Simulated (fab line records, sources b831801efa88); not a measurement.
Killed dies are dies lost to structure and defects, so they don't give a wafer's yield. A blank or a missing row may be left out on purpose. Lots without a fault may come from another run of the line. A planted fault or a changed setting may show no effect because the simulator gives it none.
Which tool did it? | flow sfq_line | 13 lots, 39 wafers sampled, at 2 steps of a route of 325

WHAT THE GAUGES READ, wafer by wafer
SFQ_M1_RS_MEAS_909: measures by four-point-probe. Usual: M1_NB_RS 0.900 ohm/sq, standard deviation 0.017.
lot  | measured     | on            | M1_NB_RS (ohm/sq) | flag
L301 | day 10 12:59 | film_metro-02 | 0.928 0.929 0.924 |
L302 | day 10 16:36 | film_metro-03 | 0.902 0.890 0.894 |
L303 | day 11 05:48 | film_metro-04 | 0.890 0.865 0.879 |
L304 | day 11 08:11 | film_metro-03 | 0.902 0.899 0.875 |
L305 | day 12 10:36 | film_metro-03 | 0.905 0.904 0.905 |
L308 | day 13 05:27 | film_metro-03 | 0.905 0.912 0.904 |
L313 | day 14 11:47 | film_metro-03 | 1.036 0.892 0.902 |
L316 | day 15 08:07 | film_metro-04 | 0.925 0.918 0.929 |
L317 | day 15 18:52 | film_metro-02 | 0.920 0.936 0.915 |
L318 | day 15 22:28 | film_metro-03 | 0.919 0.897 0.892 |
L320 | day 16 12:53 | film_metro-03 | 0.933 0.927 0.931 |
L321 | day 16 23:13 | film_metro-03 | 0.900 0.915 0.919 |
L324 | day 17 12:27 | film_metro-04 | 0.898 0.904 0.893 |

WHICH TOOL RAN EACH LOT (tool, then ch and the chambers of the sampled wafers, then the start)
lot  | SFQ_TRILAYER_M1_DEP_SPUTTER_037
L301 | pvd_sputter-06, day 10 12:53
L302 | pvd_sputter-03, day 10 16:29
L303 | pvd_sputter-05, day 11 05:41
L304 | pvd_sputter-05, day 11 08:05
L305 | pvd_sputter-03, day 12 10:28
L308 | pvd_sputter-05, day 13 05:19
L313 | pvd_sputter-03, day 14 11:40
L316 | pvd_sputter-06, day 15 07:59
L317 | pvd_sputter-06, day 15 18:46
L318 | pvd_sputter-05, day 15 22:22
L320 | pvd_sputter-06, day 16 12:46
L321 | pvd_sputter-06, day 16 23:07
L324 | pvd_sputter-06, day 17 12:19
- SFQ_TRILAYER_M1_DEP_SPUTTER_037: material Nb, target thk 200 nm, time 133.3 s.

WHAT THE TOOLS THEMSELVES READ (means of the sampled wafers that have a number; where no wafer has one, the mark that the record gives instead)
SFQ_TRILAYER_M1_DEP_SPUTTER_037. Usual: throttle_valve_pct 29.9 %, standard deviation 0.74.
lot  | tool           | throttle_valve_pct (%) | flag
L301 | pvd_sputter-06 | 28.6                   |
L302 | pvd_sputter-03 | 30.2                   |
L303 | pvd_sputter-05 | 29.8                   |
L304 | pvd_sputter-05 | 29.9                   |
L305 | pvd_sputter-03 | 29.8                   |
L308 | pvd_sputter-05 | 30.1                   |
L313 | pvd_sputter-03 | 30.7                   |
L316 | pvd_sputter-06 | 29.0                   |
L317 | pvd_sputter-06 | 29.3                   |
L318 | pvd_sputter-05 | 29.7                   |
L320 | pvd_sputter-06 | 29.1                   |
L321 | pvd_sputter-06 | 29.4                   |
L324 | pvd_sputter-06 | 29.2                   |

THE ANSWER, worked out from the rows above alone
Rule: a lot is off if the mean of its wafers that have a number lies more than 3 standard deviations from the usual mean. A lot without any number at a reading at which 4 lots or more have one is off too. The other lots that the step has rows for count as sound. The gauges are gone through in route order, then the tools' own readings, and for those a lot's mean is taken as printed above. The first step at which some lot is off is used, and at that step the reading that is off furthest; a lot without a number counts as furthest.
No lot is off at any reading shown: from this, nothing can be told.

WHAT THE SIMULATOR HAD PUT IN
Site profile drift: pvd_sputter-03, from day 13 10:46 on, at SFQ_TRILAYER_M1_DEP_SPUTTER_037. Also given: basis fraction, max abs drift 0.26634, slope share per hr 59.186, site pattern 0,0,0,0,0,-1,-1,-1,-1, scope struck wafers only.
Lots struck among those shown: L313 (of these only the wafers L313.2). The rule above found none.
